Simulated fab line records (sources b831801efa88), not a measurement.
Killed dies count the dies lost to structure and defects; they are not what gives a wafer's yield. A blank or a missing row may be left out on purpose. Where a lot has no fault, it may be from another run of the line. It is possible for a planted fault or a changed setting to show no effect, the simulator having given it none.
Which of the tools did it? | flow sky130 | 39 wafers from 13 lots sampled at 3 of the route's 708 steps

## WHAT THE GAUGES READ, wafer by wafer
SKY_VT_ADJUST_NCORE_CD_MEAS_07: target cd 380 nm.
lot  | measured     | on        | cd nm (nm)
L333 | day 8 23:21  | cd sem-01 | 376.4 375.2 376.1
L332 | day 9 00:19  | cd sem-01 | 383.4 378.8 378.8
L334 | day 9 03:56  | cd sem-01 | 378.7 379.6 379.1
L335 | day 9 05:11  | cd sem-01 | 380.3 377.8 378.9
L337 | day 9 21:44  | cd sem-02 | 379.0 380.1 378.4
L338 | day 10 09:31 | cd sem-02 | 379.4 382.6 379.4
L339 | day 10 19:55 | cd sem-02 | 380.7 379.8 377.7
L340 | day 11 06:05 | cd sem-02 | 380.6 379.0 380.6
L341 | day 11 16:21 | cd sem-02 | 379.6 380.8 378.6
L342 | day 11 16:47 | cd sem-02 | 380.5 383.7 381.1
L343 | day 12 04:44 | cd sem-01 | 379.3 377.1 379.2
L351 | day 14 06:02 | cd sem-01 | 380.9 379.4 381.6
L354 | day 14 21:41 | cd sem-01 | 378.7 378.2 378.5

SKY_SONOS_ONO_OVL_MEAS_14.
lot  | measured     | on         | SONOS_ONO_OVL (nm)
L333 | day 13 03:31 | overlay-01 | 2.1 0.9 1.3
L332 | day 13 04:19 | overlay-01 | -0.1 1.8 -1.1
L334 | day 13 09:28 | overlay-02 | -1.2 -1.3 0.1
L335 | day 13 09:34 | overlay-01 | -1.1 0.3 1.7
L337 | day 14 03:40 | overlay-01 | -0.4 -2.2 -1.4
L338 | day 14 17:22 | overlay-02 | -1.8 -1.1 1.4
L339 | day 15 03:12 | overlay-02 | -0.3 -2.4 -1.8
L340 | day 15 17:17 | overlay-01 | -1.0 0.6 -0.1
L341 | day 16 05:03 | overlay-02 | -2.5 -2.6 -2.5
L342 | day 16 04:58 | overlay-01 | -0.4 1.2 2.7
L343 | day 16 17:00 | overlay-02 | 0.2 0.8 3.4
L351 | day 19 05:34 | overlay-01 | -1.0 0.2 0.3
L354 | day 20 07:18 | overlay-01 | 0.0 1.9 0.2

## TOOL THAT RAN EACH LOT (tool first, then ch and the chambers of the sampled wafers, then the start)
lot  | SKY_VT_ADJUST_LVTN_DEVELOP_17
L333 | litho track-04 ch 0, day 8 02:28
L332 | litho track-01 ch 0, day 8 03:50
L334 | litho track-04 ch 0, day 8 06:52
L335 | litho track-04 ch 0, day 8 07:47
L337 | litho track-04 ch 0, day 9 00:19
L338 | litho track-03 ch 0, day 9 10:38
L339 | litho track-03 ch 0, day 9 20:27
L340 | litho track-03 ch 0, day 10 06:41
L341 | litho track-03 ch 0, day 10 16:27
L342 | litho track-03 ch 0, day 10 17:42
L343 | litho track-03 ch 0, day 11 04:57
L351 | litho track-04 ch 0, day 13 04:16
L354 | litho track-04 ch 0, day 13 19:58
- SKY_VT_ADJUST_LVTN_DEVELOP_17: develop time 60 s.

## WHAT THE TOOLS THEMSELVES READ (means of the sampled wafers that have a number; where no wafer has one, the mark that the record gives instead)
SKY_VT_ADJUST_LVTN_DEVELOP_17.
lot  | tool           | developer temp C (C)
L333 | litho track-04 | 23.01
L332 | litho track-01 | 23.00
L334 | litho track-04 | 23.14
L335 | litho track-04 | 23.01
L337 | litho track-04 | 22.97
L338 | litho track-03 | 23.01
L339 | litho track-03 | 23.03
L340 | litho track-03 | 23.16
L341 | litho track-03 | 22.91
L342 | litho track-03 | 23.86
L343 | litho track-03 | 23.96
L351 | litho track-04 | 23.05
L354 | litho track-04 | 23.06

## THE ANSWER, worked out from the rows above alone
Rule: the usual values come from the lots themselves. The widest of any qualifying gaps counts: lots, ordered by their means at a reading, are off when they make up no more than a third of the lots, leave a main group of 4 or more, and stand apart from it by 3 or more times the standard deviation of that group's means. A main group is skipped when, at the precision printed for the reading in the tables above, its means are all equal. A lot without any number at a reading at which 4 lots or more have one is off too. The other lots that the step has rows for count as sound. The gauges are gone through in route order, then the tools' own readings, and for those a lot's mean is taken as printed above. At the first step where some lot is off, the reading lying furthest off is the one used; lots without a number count as furthest.
Off at SKY_VT_ADJUST_LVTN_DEVELOP_17 (developer temp C): L342, L343. For the main group the mean is 23.03 C and the standard deviation 0.068.
A tool fits if, at that step or a process step before it, it ran every lot that is off, and no sound lot after the first of them. One candidate fits, namely litho track-03 at SKY_VT_ADJUST_LVTN_DEVELOP_17. A fault onset in the window from L341 (day 10 16:27, its last sound lot) to L342 (day 10 17:42, its first lot off) fits.
On the lots that are off, the tool's own readings at SKY_VT_ADJUST_LVTN_DEVELOP_17 differ by more than 5 times the standard deviation of the sound lots' means, which bears it out; developer temp C reads 23.91 C there versus 23.03 C on the sound lots.

## WHAT THE SIMULATOR PUT IN
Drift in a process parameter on litho track-03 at SKY_VT_ADJUST_LVTN_DEVELOP_17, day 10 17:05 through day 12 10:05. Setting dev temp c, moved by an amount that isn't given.
Lots struck among those shown: L342, L343. Same finding as the rule above.
